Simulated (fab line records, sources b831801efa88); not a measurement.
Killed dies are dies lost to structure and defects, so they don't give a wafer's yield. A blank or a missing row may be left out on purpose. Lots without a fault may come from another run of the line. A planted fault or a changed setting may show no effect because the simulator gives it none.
Which tool did it? | flow gf180mcu | 12 lots, 36 wafers sampled, at 6 steps of a route of 602

WHAT THE GAUGES READ, wafer by wafer
GF_LVPWELL_TW_MEAS_11.
lot  | measured    | on            | LVPWELL_TW
L652 | day 4 03:15 | film_metro-03 | 552 553 555
L653 | day 4 07:15 | film_metro-03 | 550 549 553
L654 | day 4 14:21 | film_metro-02 | 553 553 552
L655 | day 4 21:53 | film_metro-03 | 552 554 550
L658 | day 5 11:23 | film_metro-03 | 538 540 544
L659 | day 5 23:11 | film_metro-01 | 550 549 548
L665 | day 7 07:08 | film_metro-02 | 538 531 534
L667 | day 7 19:58 | film_metro-01 | 565 561 564
L670 | day 8 12:55 | film_metro-02 | 550 550 549
L672 | day 9 01:32 | film_metro-01 | 562 563 566
L673 | day 9 02:32 | film_metro-01 | 566 567 568
L674 | day 9 08:20 | film_metro-02 | 553 555 553

GF_VT_IMPLANT_RS_MEAS_48: measures by four-point-probe.
lot  | measured     | on            | LVPWELL_RS (ohm/sq)
L652 | day 7 19:44  | film_metro-01 | 1197.8 1200.5 1198.6
L653 | day 7 20:49  | film_metro-02 | 1199.7 1201.0 1195.7
L654 | day 8 10:14  | film_metro-01 | 1199.2 1201.6 1198.5
L655 | day 8 16:05  | film_metro-02 | 1198.6 1204.9 1199.3
L658 | day 9 08:47  | film_metro-01 | 1325.1 1320.4 1319.1
L659 | day 9 23:25  | film_metro-02 | 1319.3 1320.5 1327.3
L665 | day 11 17:20 | film_metro-01 | 1324.2 1325.0 1325.0
L667 | day 12 07:32 | film_metro-02 | 1195.4 1195.2 1198.9
L670 | day 13 03:57 | film_metro-01 | 1198.2 1198.6 1199.4
L672 | day 13 19:46 | film_metro-01 | 1198.4 1196.9 1200.9
L673 | day 13 21:26 | film_metro-02 | 1191.6 1196.2 1192.9
L674 | day 14 02:58 | film_metro-03 | 1200.4 1202.8 1197.3

GF_PSD_CD_MEAS_07: target cd 400 nm.
lot  | measured     | on        | cd_nm (nm)
L652 | day 14 10:09 | cd_sem-02 | 402.4 400.8 401.1
L653 | day 14 12:26 | cd_sem-02 | 397.4 397.2 398.6
L654 | day 15 04:41 | cd_sem-02 | 397.2 396.9 397.3
L655 | day 15 11:56 | cd_sem-02 | 398.2 400.0 396.1
L658 | day 16 13:41 | cd_sem-02 | 396.7 399.9 399.4
L659 | day 16 23:37 | cd_sem-02 | 400.9 398.3 398.3
L665 | day 19 11:29 | cd_sem-01 | 402.1 404.5 405.7
L667 | day 20 07:58 | cd_sem-01 | 400.6 401.7 401.0
L670 | day 21 06:02 | cd_sem-02 | 399.3 397.1 398.9
L672 | day 21 23:05 | cd_sem-01 | 398.3 398.2 400.5
L673 | day 22 02:19 | cd_sem-01 | 399.5 398.5 399.1
L674 | day 22 10:07 | cd_sem-02 | 403.7 402.1 403.5

WHICH TOOL RAN EACH LOT (tool, then ch and the chambers of the sampled wafers, then the start)
lot  | GF_NWELL_STRIP_10                   | GF_LVPWELL_IMPLANT_09          | GF_LVPWELL_STRIP_10
L652 | plasma_asher-04 ch 0, day 3 13:08   | implanter-04 ch 0, day 4 03:01 | plasma_asher-04 ch 0,1, day 4 03:08
L653 | plasma_asher-03 ch 0,1, day 3 17:46 | implanter-04 ch 0, day 4 07:00 | plasma_asher-01 ch 0,1, day 4 07:09
L654 | plasma_asher-01 ch 1, day 3 23:55   | implanter-01 ch 0, day 4 14:06 | plasma_asher-02 ch 0,1, day 4 14:15
L655 | plasma_asher-04 ch 0,1, day 4 07:50 | implanter-02 ch 0, day 4 21:40 | plasma_asher-01 ch 0,1, day 4 21:47
L658 | plasma_asher-01 ch 0,1, day 4 21:09 | implanter-04 ch 0, day 5 11:08 | plasma_asher-01 ch 0,1, day 5 11:17
L659 | plasma_asher-03 ch 0,1, day 5 05:06 | implanter-04 ch 0, day 5 22:56 | plasma_asher-04 ch 0,1, day 5 23:05
L665 | plasma_asher-04 ch 0,1, day 6 15:58 | implanter-04 ch 0, day 7 06:53 | plasma_asher-02 ch 1, day 7 07:02
L667 | plasma_asher-04 ch 0,1, day 7 04:03 | implanter-01 ch 0, day 7 19:16 | plasma_asher-02 ch 1, day 7 19:23
L670 | plasma_asher-04 ch 0,1, day 7 20:22 | implanter-02 ch 0, day 8 12:41 | plasma_asher-01 ch 0,1, day 8 12:48
L672 | plasma_asher-01 ch 0,1, day 8 08:19 | implanter-01 ch 0, day 9 01:17 | plasma_asher-01 ch 0,1, day 9 01:26
L673 | plasma_asher-04 ch 0,1, day 8 08:58 | implanter-01 ch 0, day 9 02:17 | plasma_asher-02 ch 0,1, day 9 02:26
L674 | plasma_asher-04 ch 0,1, day 8 14:34 | implanter-02 ch 0, day 9 08:05 | plasma_asher-02 ch 0,1, day 9 08:14
- GF_NWELL_STRIP_10: strips in O2/N2.
- GF_LVPWELL_IMPLANT_09
- GF_LVPWELL_STRIP_10: strips in O2/N2.

WHAT THE TOOLS THEMSELVES READ (means of the sampled wafers that have a number; where no wafer has one, the mark that the record gives instead)
GF_NWELL_STRIP_10.
lot  | tool            | drypump_motor_current_A (A) | heater_power_w (W) | oes_product_au (a.u.) | strip_time_to_endpoint_s (s)
L652 | plasma_asher-04 | 5.40                        | 313                | 0.725                 | 36.90
L653 | plasma_asher-03 | 5.77                        | 372                | 0.724                 | 36.79
L654 | plasma_asher-01 | 5.94                        | 334                | 0.717                 | 36.67
L655 | plasma_asher-04 | 5.40                        | 325                | 0.722                 | 36.78
L658 | plasma_asher-01 | 5.70                        | 326                | 0.723                 | 36.80
L659 | plasma_asher-03 | 5.77                        | 368                | 0.720                 | 36.86
L665 | plasma_asher-04 | 5.41                        | 325                | 0.728                 | 36.92
L667 | plasma_asher-04 | 5.39                        | 323                | 0.722                 | 37.07
L670 | plasma_asher-04 | 5.41                        | 323                | 0.722                 | 36.77
L672 | plasma_asher-01 | 5.71                        | 320                | 0.726                 | 37.07
L673 | plasma_asher-04 | 5.41                        | 332                | 0.719                 | 37.02
L674 | plasma_asher-04 | 5.42                        | 329                | 0.722                 | 36.71

GF_LVPWELL_IMPLANT_09.
lot  | tool         | dose_ions_cm2 | faraday_current_uA
L652 | implanter-04 | 4.998e+12     | 28.2
L653 | implanter-04 | 5.004e+12     | 27.6
L654 | implanter-01 | 5.003e+12     | 28.1
L655 | implanter-02 | 5.004e+12     | 28.2
L658 | implanter-04 | 2.617e+12     | 15.0
L659 | implanter-04 | 2.610e+12     | 14.8
L665 | implanter-04 | 2.613e+12     | 14.8
L667 | implanter-01 | 5.002e+12     | 27.5
L670 | implanter-02 | 4.994e+12     | 28.3
L672 | implanter-01 | 5.001e+12     | 28.1
L673 | implanter-01 | 4.999e+12     | 28.4
L674 | implanter-02 | 5.003e+12     | 28.1

GF_LVPWELL_STRIP_10.
lot  | tool            | drypump_motor_current_A (A) | heater_power_w (W) | oes_product_au (a.u.) | strip_time_to_endpoint_s (s)
L652 | plasma_asher-04 | 5.4                         | 323                | 0.722                 | 37.00
L653 | plasma_asher-01 | 5.4                         | 322                | 0.725                 | 37.07
L654 | plasma_asher-02 | 5.6                         | 346                | 0.726                 | 36.84
L655 | plasma_asher-01 | 5.5                         | 321                | 0.720                 | 36.95
L658 | plasma_asher-01 | 5.7                         | 330                | 0.722                 | 36.90
L659 | plasma_asher-04 | 5.4                         | 321                | 0.723                 | 37.07
L665 | plasma_asher-02 | 5.1                         | 339                | 0.725                 | 37.29
L667 | plasma_asher-02 | 5.1                         | 338                | 0.725                 | 37.12
L670 | plasma_asher-01 | 5.7                         | 325                | 0.720                 | 36.87
L672 | plasma_asher-01 | 5.5                         | 316                | 0.724                 | 37.06
L673 | plasma_asher-02 | 5.6                         | 345                | 0.723                 | 36.97
L674 | plasma_asher-02 | 5.6                         | 348                | 0.722                 | 36.85

THE ANSWER, worked out from the rows above alone
Rule: what is usual is taken from the lots themselves. Put in order of their means at a reading, lots are off if they are a third of the lots or fewer, leave a main group of 4 or more, and stand apart from it by a gap of 3 or more times the standard deviation of the main group's means; of several such gaps the widest counts. A main group whose means are all the same, to the digits that the tables above print for the reading, isn't used. A lot without any number at a reading at which 4 lots or more have one is off too. The other lots that the step has rows for count as sound. The gauges are gone through in route order, then the tools' own readings, and for those a lot's mean is taken as printed above. The first step at which some lot is off is used, and at that step the reading that is off furthest; a lot without a number counts as furthest.
Off: L658, L659, L665, at GF_VT_IMPLANT_RS_MEAS_48 (LVPWELL_RS). The main group: mean 1198.5 ohm/sq, standard deviation 2.1.
A tool fits if, at a process step before that reading, it ran every lot that is off, and no sound lot after the first of them. The gauges at GF_VT_IMPLANT_RS_MEAS_48 aren't tried: what is off there is off at GF_LVPWELL_IMPLANT_09 too, on other tools, and a gauge's error can't cause that. One fits: implanter-04 at GF_LVPWELL_IMPLANT_09. Its last sound lot is L653 (day 4 07:00), its first lot that is off L658 (day 5 11:08): a fault that began between those two fits.
The tool's own readings at GF_LVPWELL_IMPLANT_09 bear it out: on the lots that are off they differ by more than 5 times the standard deviation of the sound lots' means. dose_ions_cm2 reads 2.613e+12 there against 5.001e+12 on the sound lots; faraday_current_uA reads 14.9 there against 28.1 on the sound lots.

WHAT THE SIMULATOR HAD PUT IN
Process parameter drift: implanter-04, from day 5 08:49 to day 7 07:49, at GF_LVPWELL_IMPLANT_09. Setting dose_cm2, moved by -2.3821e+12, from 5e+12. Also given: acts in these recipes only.
Lots struck among those shown: L658, L659, L665. The rule above found the same.
